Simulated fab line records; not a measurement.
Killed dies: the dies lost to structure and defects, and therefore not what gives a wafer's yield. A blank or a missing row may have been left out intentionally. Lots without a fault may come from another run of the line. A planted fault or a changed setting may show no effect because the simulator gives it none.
Which tool is to blame? | flow gf180mcu | Sampling: 13 lots, 39 wafers, 5 of 602 route steps

WHAT THE GAUGES READ, wafer by wafer
GF_STI_THK_MEAS_30.
lot  | measured    | on            | STI_OXIDATION_02_THK (nm)
L583 | day 2 11:38 | film metro-02 | 10.01 9.91 9.83
L584 | day 2 16:21 | film metro-02 | 9.77 9.90 9.80
L585 | day 2 20:03 | film metro-02 | 9.93 10.05 10.03
L586 | day 3 06:21 | film metro-02 | 10.22 10.07 10.29
L592 | day 4 04:14 | film metro-03 | 10.05 10.18 10.11
L594 | day 4 14:02 | film metro-03 | 10.07 10.27 10.29
L595 | day 4 20:55 | film metro-02 | 10.13 10.15 10.16
L596 | day 5 01:50 | film metro-03 | 10.32 10.16 10.26
L597 | day 5 07:13 | film metro-01 | 10.16 10.08 10.14
L598 | day 5 11:48 | film metro-02 | 10.20 9.92 10.01
L602 | day 6 07:55 | film metro-01 | 10.49 10.15 10.24
L604 | day 6 21:44 | film metro-01 | 10.36 10.15 10.18
L605 | day 7 01:23 | film metro-01 | 9.88 10.01 9.98

GF_DNWELL_TW_MEAS_09.
lot  | measured    | on            | DNWELL_TW
L583 | day 2 23:50 | film metro-04 | 1359 1357 1366
L584 | day 3 05:19 | film metro-03 | 1360 1367 1363
L585 | day 3 08:10 | film metro-02 | 1354 1354 1361
L586 | day 3 18:39 | film metro-04 | 1365 1361 1365
L592 | day 4 17:44 | film metro-03 | 1353 1350 1360
L594 | day 5 03:53 | film metro-02 | 1362 1361 1362
L595 | day 5 10:46 | film metro-02 | 1359 1361 1370
L596 | day 5 16:30 | film metro-03 | 1356 1363 1356
L597 | day 5 21:40 | film metro-02 | 1372 1375 1366
L598 | day 6 02:22 | film metro-02 | 1367 1358 1358
L602 | day 6 23:58 | film metro-03 | 1368 1370 1376
L604 | day 7 14:14 | film metro-02 | 1362 1361 1367
L605 | day 7 17:19 | film metro-02 | 1369 1372 1376

GF_LVPWELL_OVL_MEAS_07.
lot  | measured    | on         | LVPWELL_OVL (nm)
L583 | day 4 02:15 | overlay-01 | 4.3 4.0 2.7
L584 | day 4 06:57 | overlay-01 | 2.1 2.2 2.7
L585 | day 4 10:39 | overlay-01 | 1.4 2.0 -1.2
L586 | day 4 22:52 | overlay-01 | 1.3 1.0 0.4
L592 | day 5 23:27 | overlay-01 | 2.7 2.5 1.3
L594 | day 6 08:36 | overlay-02 | -0.5 0.2 0.8
L595 | day 6 16:17 | overlay-01 | 1.2 0.1 1.6
L596 | day 6 22:42 | overlay-01 | 0.8 1.2 1.5
L597 | day 7 03:05 | overlay-01 | 0.1 0.2 2.2
L598 | day 7 08:44 | overlay-01 | 1.3 0.6 1.0
L602 | day 8 08:28 | overlay-02 | 0.6 1.5 4.3
L604 | day 8 23:05 | overlay-02 | 2.2 0.9 1.8
L605 | day 9 02:42 | overlay-02 | 1.0 -2.1 -1.3

EACH LOT AND THE TOOL THAT RAN IT (in order: tool; ch and the chambers of the sampled wafers; start)
lot  | GF_NWELL_COAT_02                 | GF_NWELL_STRIP_10
L583 | litho track-02 ch 0, day 3 06:20 | plasma asher-02 ch 0,1, day 3 13:06
L584 | litho track-02 ch 0, day 3 11:04 | plasma asher-03 ch 0,1, day 3 17:50
L585 | litho track-02 ch 0, day 3 14:04 | plasma asher-02 ch 1, day 3 21:30
L586 | litho track-04 ch 0, day 4 01:26 | plasma asher-04 ch 0,1, day 4 09:03
L592 | litho track-04 ch 0, day 5 00:28 | plasma asher-02 ch 0, day 5 08:27
L594 | litho track-01 ch 0, day 5 10:24 | plasma asher-02 ch 0,1, day 5 17:45
L595 | litho track-02 ch 0, day 5 17:19 | plasma asher-03 ch 0,1, day 6 01:27
L596 | litho track-01 ch 0, day 5 23:46 | plasma asher-04 ch 0,1, day 6 07:15
L597 | litho track-04 ch 0, day 6 04:01 | plasma asher-03 ch 0,1, day 6 12:15
L598 | litho track-02 ch 0, day 6 09:10 | plasma asher-03 ch 0,1, day 6 17:12
L602 | litho track-04 ch 0, day 7 07:34 | plasma asher-04 ch 0,1, day 7 15:47
L604 | litho track-02 ch 0, day 7 21:46 | plasma asher-02 ch 0,1, day 8 06:41
L605 | litho track-04 ch 0, day 8 01:47 | plasma asher-03 ch 0,1, day 8 09:57
- GF_NWELL_COAT_02: resist thk 3000 nm.
- GF_NWELL_STRIP_10: strips in O2/N2.

WHAT THE TOOLS THEMSELVES READ (means of the sampled wafers that have a number; where no wafer has one, the mark that the record gives instead)
GF_NWELL_COAT_02.
lot  | tool           | spin speed rpm (rpm)
L583 | litho track-02 | 2001.0
L584 | litho track-02 | 2000.5
L585 | litho track-02 | 2000.0
L586 | litho track-04 | 1999.7
L592 | litho track-04 | 1999.1
L594 | litho track-01 | 1998.8
L595 | litho track-02 | 2001.1
L596 | litho track-01 | 1999.3
L597 | litho track-04 | 2000.5
L598 | litho track-02 | 1999.6
L602 | litho track-04 | 2000.4
L604 | litho track-02 | 2000.9
L605 | litho track-04 | 1999.6

GF_NWELL_STRIP_10.
lot  | tool            | drypump motor current A (A) | heater power w (W) | oes product au (a.u.) | strip time to endpoint s (s)
L583 | plasma asher-02 | 5.7                         | 348                | 0.720                 | 37.01
L584 | plasma asher-03 | 4.8                         | 310                | 0.724                 | 36.90
L585 | plasma asher-02 | 6.2                         | 326                | 0.720                 | 36.92
L586 | plasma asher-04 | 5.8                         | 372                | 0.724                 | 37.01
L592 | plasma asher-02 | 4.7                         | 372                | 0.720                 | 36.97
L594 | plasma asher-02 | 5.7                         | 344                | 0.720                 | 35.83
L595 | plasma asher-03 | 4.8                         | 304                | 0.721                 | 36.94
L596 | plasma asher-04 | 5.4                         | 364                | 0.721                 | 35.86
L597 | plasma asher-03 | 4.8                         | 307                | 0.722                 | 36.96
L598 | plasma asher-03 | 4.8                         | 301                | 0.727                 | 37.02
L602 | plasma asher-04 | 5.4                         | 367                | 0.719                 | 37.09
L604 | plasma asher-02 | 5.7                         | 352                | 0.722                 | 36.90
L605 | plasma asher-03 | 4.8                         | 307                | 0.724                 | 36.99

THE ANSWER, worked out from the rows above alone
Rule: what is usual is taken from the lots themselves. Put in order of their means at a reading, lots are off if they are a third of the lots or fewer, leave a main group of 4 or more, and stand apart from it by a gap of 3 or more times the standard deviation of the main group's means; of several such gaps the widest counts. A main group whose means are all the same, to the digits that the tables above print for the reading, isn't used. A lot without any number at a reading at which 4 lots or more have one is off too. Any other lot the step has rows for is counted as sound. The gauges are gone through in route order, then the tools' own readings, and for those a lot's mean is taken as printed above. At the first step where some lot is off, the reading lying furthest off is the one used; lots without a number count as furthest.
Off, at GF_NWELL_STRIP_10 on strip time to endpoint s: L594, L596. Mean 36.97 s and standard deviation 0.055 in the main group.
If a tool, at that step or one of the process steps before it, ran each lot that is off and ran no sound lot following the first of them, it fits. One fits: GF_NWELL_COAT_02 on litho track-01. It ran no sound lot before its first lot that is off in this sample, so the start can't be narrowed down.

WHAT WAS PUT IN BY THE SIMULATOR
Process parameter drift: litho track-01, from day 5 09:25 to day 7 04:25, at GF_NWELL_COAT_02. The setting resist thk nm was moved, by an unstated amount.
Struck lots among those shown: L594, L596. The same result came from the rule above.
